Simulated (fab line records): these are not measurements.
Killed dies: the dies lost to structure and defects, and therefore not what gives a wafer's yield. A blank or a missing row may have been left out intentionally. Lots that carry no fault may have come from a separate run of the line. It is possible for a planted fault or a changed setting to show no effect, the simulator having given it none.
Which of the tools did it? / flow sky130 / 12 lots, 35 wafers sampled, at 5 steps of a route of 708

## WHAT THE GAUGES SHOWED, per wafer
SKY_VIA4_THK_MEAS_20: measures by xrf. Usual: VIA4_W_THK gives 516 nm (standard deviation 5.5).
lot=L405; measured=day 42 13:25; on=film_metro-03; VIA4_W_THK (nm)=512 507 514; flag=
lot=L411; measured=day 44 22:53; on=film_metro-03; VIA4_W_THK (nm)=524 522; flag=
lot=L412; measured=day 45 00:57; on=film_metro-02; VIA4_W_THK (nm)=516 521 518; flag=
lot=L413; measured=day 45 04:14; on=film_metro-02; VIA4_W_THK (nm)=527 522 528; flag=
lot=L414; measured=day 45 10:23; on=film_metro-02; VIA4_W_THK (nm)=523 515 517; flag=
lot=L417; measured=day 46 04:47; on=film_metro-03; VIA4_W_THK (nm)=518 523 521; flag=
lot=L420; measured=day 47 10:19; on=film_metro-04; VIA4_W_THK (nm)=510 507 515; flag=
lot=L422; measured=day 47 17:54; on=film_metro-03; VIA4_W_THK (nm)=520 517 515; flag=
lot=L423; measured=day 47 19:14; on=film_metro-03; VIA4_W_THK (nm)=504 507 518; flag=
lot=L425; measured=day 47 21:41; on=film_metro-04; VIA4_W_THK (nm)=519 522 521; flag=
lot=L428; measured=day 49 04:49; on=film_metro-03; VIA4_W_THK (nm)=525 524 516; flag=
lot=L427; measured=day 50 00:28; on=film_metro-04; VIA4_W_THK (nm)=505 505 505; flag=

SKY_METAL5_THK_MEAS_06: measures by xrf. Usual: METAL5_ALCU_THK gives 1164 nm (standard deviation 9.3).
lot=L405; measured=day 42 14:04; on=film_metro-04; METAL5_ALCU_THK (nm)=1147 1161 1159; flag=
lot=L411; measured=day 44 23:38; on=film_metro-04; METAL5_ALCU_THK (nm)=1156 1161; flag=
lot=L412; measured=day 45 01:46; on=film_metro-03; METAL5_ALCU_THK (nm)=1161 1170 1173; flag=
lot=L413; measured=day 45 04:53; on=film_metro-04; METAL5_ALCU_THK (nm)=1160 1159 1163; flag=
lot=L414; measured=day 45 11:02; on=film_metro-01; METAL5_ALCU_THK (nm)=1175 1153 1156; flag=
lot=L417; measured=day 46 14:17; on=film_metro-03; METAL5_ALCU_THK (nm)=1169 1178 1179; flag=
lot=L420; measured=day 47 10:57; on=film_metro-04; METAL5_ALCU_THK (nm)=1159 1162 1164; flag=
lot=L422; measured=day 47 18:33; on=film_metro-01; METAL5_ALCU_THK (nm)=1173 1161 1162; flag=
lot=L423; measured=day 47 19:55; on=film_metro-04; METAL5_ALCU_THK (nm)=1159 1152 1155; flag=
lot=L425; measured=day 47 22:20; on=film_metro-04; METAL5_ALCU_THK (nm)=1156 1163 1173; flag=
lot=L428; measured=day 49 05:44; on=film_metro-03; METAL5_ALCU_THK (nm)=1168 1163 1172; flag=
lot=L427; measured=day 50 01:07; on=film_metro-03; METAL5_ALCU_THK (nm)=1143 1133 1143; flag=

SKY_PASSIVATION_THK_MEAS_03. Usual: PASSIVATION_CVD_02_THK gives 539 nm (standard deviation 6.5).
lot=L405; measured=day 43 13:51; on=film_metro-01; PASSIVATION_CVD_02_THK (nm)=534 525 541; flag=
lot=L411; measured=day 45 22:22; on=film_metro-01; PASSIVATION_CVD_02_THK (nm)=574 575; flag=OFF
lot=L412; measured=day 45 23:22; on=film_metro-01; PASSIVATION_CVD_02_THK (nm)=538 546 544; flag=
lot=L413; measured=day 46 02:00; on=film_metro-02; PASSIVATION_CVD_02_THK (nm)=557 566 566; flag=OFF
lot=L414; measured=day 46 09:04; on=film_metro-01; PASSIVATION_CVD_02_THK (nm)=532 533 535; flag=
lot=L417; measured=day 47 06:31; on=film_metro-02; PASSIVATION_CVD_02_THK (nm)=527 534 538; flag=
lot=L420; measured=day 48 06:38; on=film_metro-04; PASSIVATION_CVD_02_THK (nm)=538 548 554; flag=
lot=L422; measured=day 48 14:34; on=film_metro-01; PASSIVATION_CVD_02_THK (nm)=543 534 541; flag=
lot=L423; measured=day 48 15:41; on=film_metro-04; PASSIVATION_CVD_02_THK (nm)=540 541 544; flag=
lot=L425; measured=day 48 17:50; on=film_metro-01; PASSIVATION_CVD_02_THK (nm)=537 534 540; flag=
lot=L428; measured=day 49 23:42; on=film_metro-02; PASSIVATION_CVD_02_THK (nm)=534 541 533; flag=
lot=L427; measured=day 50 17:48; on=film_metro-01; PASSIVATION_CVD_02_THK (nm)=537 533 547; flag=

## EACH LOT AND THE TOOL THAT RAN IT (in order: tool; ch and the chambers of the sampled wafers; start)
lot=L405; SKY_CAP2M_STRIP_14=plasma_asher-02 ch 0,1, day 40 10:23; SKY_PASSIVATION_CVD_02=pecvd-04 ch 0,1,2, day 43 13:37
lot=L411; SKY_CAP2M_STRIP_14=plasma_asher-01 ch 0,1, day 42 22:31; SKY_PASSIVATION_CVD_02=pecvd-04 ch 0,1, day 45 22:14
lot=L412; SKY_CAP2M_STRIP_14=plasma_asher-02 ch 0,1, day 42 23:59; SKY_PASSIVATION_CVD_02=pecvd-01 ch 0,1,2, day 45 23:07
lot=L413; SKY_CAP2M_STRIP_14=plasma_asher-02 ch 0,1, day 43 03:25; SKY_PASSIVATION_CVD_02=pecvd-04 ch 1,2, day 46 01:46
lot=L414; SKY_CAP2M_STRIP_14=plasma_asher-01 ch 1, day 43 11:02; SKY_PASSIVATION_CVD_02=pecvd-01 ch 0,1,2, day 46 08:50
lot=L417; SKY_CAP2M_STRIP_14=plasma_asher-04 ch 0,1, day 44 06:44; SKY_PASSIVATION_CVD_02=pecvd-01 ch 0,1, day 47 06:11
lot=L420; SKY_CAP2M_STRIP_14=plasma_asher-01 ch 0,1, day 45 10:59; SKY_PASSIVATION_CVD_02=pecvd-02 ch 0,2, day 48 06:17
lot=L422; SKY_CAP2M_STRIP_14=plasma_asher-01 ch 0,1, day 45 20:56; SKY_PASSIVATION_CVD_02=pecvd-04 ch 0,1,2, day 48 14:20
lot=L423; SKY_CAP2M_STRIP_14=plasma_asher-01 ch 0,1, day 45 23:41; SKY_PASSIVATION_CVD_02=pecvd-04 ch 0,1, day 48 15:27
lot=L425; SKY_CAP2M_STRIP_14=plasma_asher-01 ch 0,1, day 46 06:20; SKY_PASSIVATION_CVD_02=pecvd-01 ch 0,1,2, day 48 17:37
lot=L428; SKY_CAP2M_STRIP_14=plasma_asher-02 ch 0,1, day 47 12:05; SKY_PASSIVATION_CVD_02=pecvd-02 ch 1,2, day 49 23:22
lot=L427; SKY_CAP2M_STRIP_14=plasma_asher-04 ch 0,1, day 48 09:20; SKY_PASSIVATION_CVD_02=pecvd-04 ch 1,2, day 50 17:28
- SKY_CAP2M_STRIP_14: strips in O2/N2.
- SKY_PASSIVATION_CVD_02: deposits Si3N4, target thk 540 nm.

## WHAT THE TOOLS THEMSELVES READ (means of the sampled wafers that have a number; where no wafer has one, the mark that the record gives instead)
SKY_CAP2M_STRIP_14. Usual: drypump_motor_current_A 5.9 A, standard deviation 0.42; oes_product_au 0.709 a.u., standard deviation 0.0046; strip_time_to_endpoint_s 12.63 s, standard deviation 0.049.
lot=L405; tool=plasma_asher-02; drypump_motor_current_A (A)=6.2; oes_product_au (a.u.)=0.712; strip_time_to_endpoint_s (s)=12.68; flag=
lot=L411; tool=plasma_asher-01; drypump_motor_current_A (A)=5.9; oes_product_au (a.u.)=0.710; strip_time_to_endpoint_s (s)=12.52; flag=
lot=L412; tool=plasma_asher-02; drypump_motor_current_A (A)=6.2; oes_product_au (a.u.)=0.710; strip_time_to_endpoint_s (s)=12.70; flag=
lot=L413; tool=plasma_asher-02; drypump_motor_current_A (A)=6.2; oes_product_au (a.u.)=0.707; strip_time_to_endpoint_s (s)=12.59; flag=
lot=L414; tool=plasma_asher-01; drypump_motor_current_A (A)=5.6; oes_product_au (a.u.)=0.708; strip_time_to_endpoint_s (s)=12.63; flag=
lot=L417; tool=plasma_asher-04; drypump_motor_current_A (A)=5.2; oes_product_au (a.u.)=0.705; strip_time_to_endpoint_s (s)=12.55; flag=
lot=L420; tool=plasma_asher-01; drypump_motor_current_A (A)=6.1; oes_product_au (a.u.)=0.714; strip_time_to_endpoint_s (s)=12.58; flag=
lot=L422; tool=plasma_asher-01; drypump_motor_current_A (A)=6.1; oes_product_au (a.u.)=0.712; strip_time_to_endpoint_s (s)=12.65; flag=
lot=L423; tool=plasma_asher-01; drypump_motor_current_A (A)=5.8; oes_product_au (a.u.)=0.712; strip_time_to_endpoint_s (s)=12.66; flag=
lot=L425; tool=plasma_asher-01; drypump_motor_current_A (A)=5.8; oes_product_au (a.u.)=0.709; strip_time_to_endpoint_s (s)=12.64; flag=
lot=L428; tool=plasma_asher-02; drypump_motor_current_A (A)=6.2; oes_product_au (a.u.)=0.700; strip_time_to_endpoint_s (s)=12.61; flag=
lot=L427; tool=plasma_asher-04; drypump_motor_current_A (A)=5.3; oes_product_au (a.u.)=0.710; strip_time_to_endpoint_s (s)=12.57; flag=

SKY_PASSIVATION_CVD_02. Usual: heater_power_w 702 W, standard deviation 94; rf_fwd_power_W 449.2 W, standard deviation 1.4.
lot=L405; tool=pecvd-04; heater_power_w (W)=724; rf_fwd_power_W (W)=449.5; flag=
lot=L411; tool=pecvd-04; heater_power_w (W)=622; rf_fwd_power_W (W)=521.4; flag=OFF
lot=L412; tool=pecvd-01; heater_power_w (W)=659; rf_fwd_power_W (W)=448.9; flag=
lot=L413; tool=pecvd-04; heater_power_w (W)=695; rf_fwd_power_W (W)=520.9; flag=OFF
lot=L414; tool=pecvd-01; heater_power_w (W)=690; rf_fwd_power_W (W)=448.8; flag=
lot=L417; tool=pecvd-01; heater_power_w (W)=604; rf_fwd_power_W (W)=450.2; flag=
lot=L420; tool=pecvd-02; heater_power_w (W)=881; rf_fwd_power_W (W)=449.2; flag=
lot=L422; tool=pecvd-04; heater_power_w (W)=714; rf_fwd_power_W (W)=449.7; flag=
lot=L423; tool=pecvd-04; heater_power_w (W)=629; rf_fwd_power_W (W)=449.6; flag=
lot=L425; tool=pecvd-01; heater_power_w (W)=666; rf_fwd_power_W (W)=448.1; flag=
lot=L428; tool=pecvd-02; heater_power_w (W)=843; rf_fwd_power_W (W)=449.3; flag=
lot=L427; tool=pecvd-04; heater_power_w (W)=721; rf_fwd_power_W (W)=449.5; flag=

## THE ANSWER, worked out from the rows above alone
Rule: a lot counts as off when the mean over its wafers that have a number is more than 3 standard deviations away from the usual mean. A lot without any number at a reading at which 4 lots or more have one is off too. Any other lot the step has rows for is counted as sound. The gauges are gone through in route order, then the tools' own readings, and for those a lot's mean is taken as printed above. At the first step where some lot is off, the reading lying furthest off is the one used; lots without a number count as furthest.
Off: at SKY_PASSIVATION_THK_MEAS_03 (PASSIVATION_CVD_02_THK), L411, L413.
If a tool, at a process step before that reading, ran all the lots that are off and no sound lot after the first of them, it fits. The gauges at SKY_PASSIVATION_THK_MEAS_03 aren't tried: what is off there is off at SKY_PASSIVATION_CVD_02 too, on other tools, and a gauge's error can't cause that. Not one of the candidates tried fits.

## WHAT WAS PUT IN BY THE SIMULATOR
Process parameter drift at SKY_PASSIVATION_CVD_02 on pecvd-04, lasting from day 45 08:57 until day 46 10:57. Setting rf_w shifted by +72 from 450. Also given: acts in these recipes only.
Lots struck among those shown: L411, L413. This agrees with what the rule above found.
